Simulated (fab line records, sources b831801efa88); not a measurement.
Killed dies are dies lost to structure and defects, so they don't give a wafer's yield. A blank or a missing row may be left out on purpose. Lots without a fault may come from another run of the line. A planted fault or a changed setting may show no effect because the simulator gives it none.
A struck lot beside a sound one | flow sky130 | 36 steps out of a route of 708
Sound: wafers L100.2, L100.3, L100.6. Struck: wafers L107.1, L107.2, L107.5. The cause comes at the end.
At each step with rows: each side's tool, then ch and its chambers, then its first start. Under that, the readings that differ: sound wafers | struck wafers | difference of the means | sigmas: that difference in standard deviations of wafers without a fault.
alike: readings whose means differ by less than 2 such deviations, and words and numbers that are the same on both sides. not compared: withheld readings, readings that some wafer has no value for, bounds like >300 that may hide the same value, and numbers for which the record gives no deviation and whose values overlap.
The two part at a step that has a row with sigmas, a row that says differs or no value, or rows on one side only. Numbers that don't overlap but have no deviation are shown without sigmas and don't part them. A reading that every wafer of one side lacks parts them only if that side has two wafers or more.

first, 7 steps without rows for these wafers: SKY_SONOS_TUNNEL_DEVELOP_06 (develop time 60 s); SKY_SONOS_TUNNEL_IMPLANT_09; SKY_SONOS_TUNNEL_WET_ETCH_10 (etches SiO2 in dHF, target depth 14 nm, time 280 s); SKY_SONOS_TUNNEL_STRIP_11 (strips in SPM, time 600 s); SKY_SONOS_TUNNEL_CLEAN_13 (cleans in dHF, time 20 s); SKY_SONOS_ONO_OXIDATION_00 (stabilise 600 s, purge 300 s, target thk 2.6 nm); SKY_SONOS_ONO_CVD_02 (deposits Si3N4 from DCS/NH3, target thk 10.5 nm, time 180 s).
SKY_SONOS_ONO_CVD_04: deposits SiO2 from SiH4/N2O, target thk 5.7199 nm.
  sound on lpcvd-03 ch 0, day 17 14:13; struck on lpcvd-03 ch 1, day 18 17:50
  reading                                    | sound            | struck            | difference | sigmas
  model.SiO2_of_SONOS_ONO_CVD_04.thk_nm (nm) | 5.63 5.596 5.642 | 7.501 7.595 7.581 | +1.936     |
SKY_SONOS_ONO_THK_MEAS_05:
  sound on film_metro-02, day 17 15:28; struck on film_metro-04, day 18 19:05
  reading                   | sound          | struck         | difference | sigmas
  SONOS_ONO_CVD_04_THK (nm) | 5.60 5.51 5.57 | 7.54 7.59 7.61 | +2.02      | +18
then, 23 steps without rows for these wafers: SKY_SONOS_ONO_DEHYDRATE_06 (time 60 s); SKY_SONOS_ONO_HMDS_07 (prime time 60 s); SKY_SONOS_ONO_COAT_08 (resist thk 1140 nm); SKY_SONOS_ONO_SOFTBAKE_09 (time 60 s); SKY_SONOS_ONO_EXPOSE_10 (exposes mask ONOM, target cd 410 nm); SKY_SONOS_ONO_PEB_11; SKY_SONOS_ONO_DEVELOP_12 (develop time 60 s); SKY_SONOS_ONO_ETCH_15 (etches the open film in CHF3/O2, target depth 19.52 nm, time 7.8 s); SKY_SONOS_ONO_WET_ETCH_16 (etches SiO2 in dHF, target depth 14 nm, time 280 s); SKY_SONOS_ONO_STRIP_17 (strips in O2/N2); SKY_SONOS_ONO_WET_ETCH_18 (etches Si3N4 in H3PO4, target depth 15 nm, time 172 s); SKY_GATE_OXIDE_CLEAN_00 (cleans in SC1/SC2, time 150 s); SKY_GATE_OXIDE_OXIDATION_01 (stabilise 600 s, purge 300 s, target thk 10.268 nm); SKY_GATE_OXIDE_DEHYDRATE_03 (time 60 s); SKY_GATE_OXIDE_HMDS_04 (prime time 60 s); SKY_GATE_OXIDE_COAT_05 (resist thk 1140 nm); SKY_GATE_OXIDE_SOFTBAKE_06 (time 60 s); SKY_GATE_OXIDE_EXPOSE_07 (exposes mask LVOM, target cd 600 nm); SKY_GATE_OXIDE_PEB_08; SKY_GATE_OXIDE_DEVELOP_09 (develop time 62.48 s); SKY_GATE_OXIDE_IMPLANT_11; SKY_GATE_OXIDE_WET_ETCH_12 (etches SiO2 in dHF, target depth 16.8 nm, time 336 s); SKY_GATE_OXIDE_STRIP_13 (strips in O2/N2).
-- the record jumps here: 5 days lie between the struck wafers' starts before and after (it left off in module GATE_OXIDE and takes up again in module POLY_GATE, whose first step shown is number 231 of the route) --
SKY_POLY_GATE_ETCH_17: etches poly-Si in HBr/Cl2, stops on SiO2, target depth 180 nm, time 70.5 s.
  sound on rie_si-02 ch 0,3, day 23 03:36; struck on rie_si-02 ch 1,2, day 24 02:41
  reading                                    | sound                | struck               | difference | sigmas
  throttle_valve_pct (%)                     | 33.690 33.705 33.697 | 33.676 33.678 33.672 | -0.022     | -3
  model.SiO2_of_SONOS_ONO_CVD_04.thk_nm (nm) | 4.063 4.075 4.097    | 5.93 6.055 6.013     | +1.92      |
  alike: bias_w, drypump_motor_current_A, mfc_cl2_sccm, oes_product_au
  not compared: rf_hours_counter_h
-- the record jumps here: 12 days lie between the struck wafers' starts before and after (it left off in module POLY_GATE and takes up again in module LI_CONTACT, whose first step shown is number 376 of the route) --
SKY_LI_CONTACT_ETCH_14: etches BARC in N2/H2, stops on SiO2, time 45.9 s, target depth 60 nm.
  sound on rie_diel-04 ch 1,2,3, day 35 05:45; struck on rie_diel-01 ch 0,1,2, day 35 23:21
  reading                     | sound             | struck            | difference | sigmas
  model.LI_CONTACT.cd_nm (nm) | 166.6 167.5 168.7 | 177.1 176.1 177.7 | +9.4       |
  alike: bias_w, drypump_motor_current_A, oes_product_au, throttle_valve_pct
  not compared: rf_hours_counter_h
SKY_LI_CONTACT_ETCH_15: etches PSG in C4F8/O2/Ar, stops on Si, target depth 600 nm.
  sound on rie_diel-04 ch 1,2,3, day 35 05:47; struck on rie_diel-01 ch 0,1,2, day 35 23:23
  reading                     | sound         | struck            | difference | sigmas
  model.LI_CONTACT.cd_nm (nm) | 166 166 168.5 | 176.3 176.3 178.1 | +10.1      |
  alike: bias_w, oes_product_au
-- the record jumps here: 15 days lie between the struck wafers' starts before and after (it left off in module LI_CONTACT and takes up again in module PAD_OPEN, whose first step shown is number 708 of the route) --
SKY_PAD_OPEN_PROBE_99:
  sound on prober-02, day 50 02:20; struck on prober-01, day 50 15:34
  reading                                     | sound                | struck               | difference | sigmas
  model.etest.sonos_erased.drive_ua_um        | 193 181.2 140.8      | 69.63 68.16 67.4     | -103.27    |
  model.etest.sonos_uncharged.r_on_ohm_um     | 826.7 818.8 793.8    | 861.2 863.6 869.5    | +51.7      |
  model.etest.sonos_programmed.off_log10_a_um | -14.03 -14.01 -13.89 | -7.36 -6.559 -7.579  | +6.81      |
  model.etest.cap_ono.gate_bv_v (V)           | 15.75 16.11 16.49    | 18.72 18.48 18.81    | +2.55      |
  model.etest.cap_ono.tox_acc_nm (nm)         | 13.02 12.97 13       | 14.83 14.86 14.82    | +1.84      |
  model.etest.sonos_programmed.vt_v (V)       | 1.369 1.465 1.384    | 0.2943 0.2265 0.3266 | -1.1235    |
  model.etest.sonos_erased.vt_v (V)           | -2.238 -2.261 -2.204 | -1.085 -1.018 -1.083 | +1.172     |
  model.etest.cap_ono.under_floor             | 0 0 0                | 1 1 1                | +1         |
  alike: killed_at_M0_to_M3, killed_at_M4_up, killed_at_contacts, killed_at_front_end, killed_at_other, killed_dies, killed_open, killed_short

WHERE THEY PART
First at SKY_SONOS_ONO_THK_MEAS_05; last, within this record, at SKY_POLY_GATE_ETCH_17. Later steps at which nothing parts them and some readings are alike: SKY_LI_CONTACT_ETCH_14, SKY_LI_CONTACT_ETCH_15, SKY_PAD_OPEN_PROBE_99.

WHY: what the simulator had put in
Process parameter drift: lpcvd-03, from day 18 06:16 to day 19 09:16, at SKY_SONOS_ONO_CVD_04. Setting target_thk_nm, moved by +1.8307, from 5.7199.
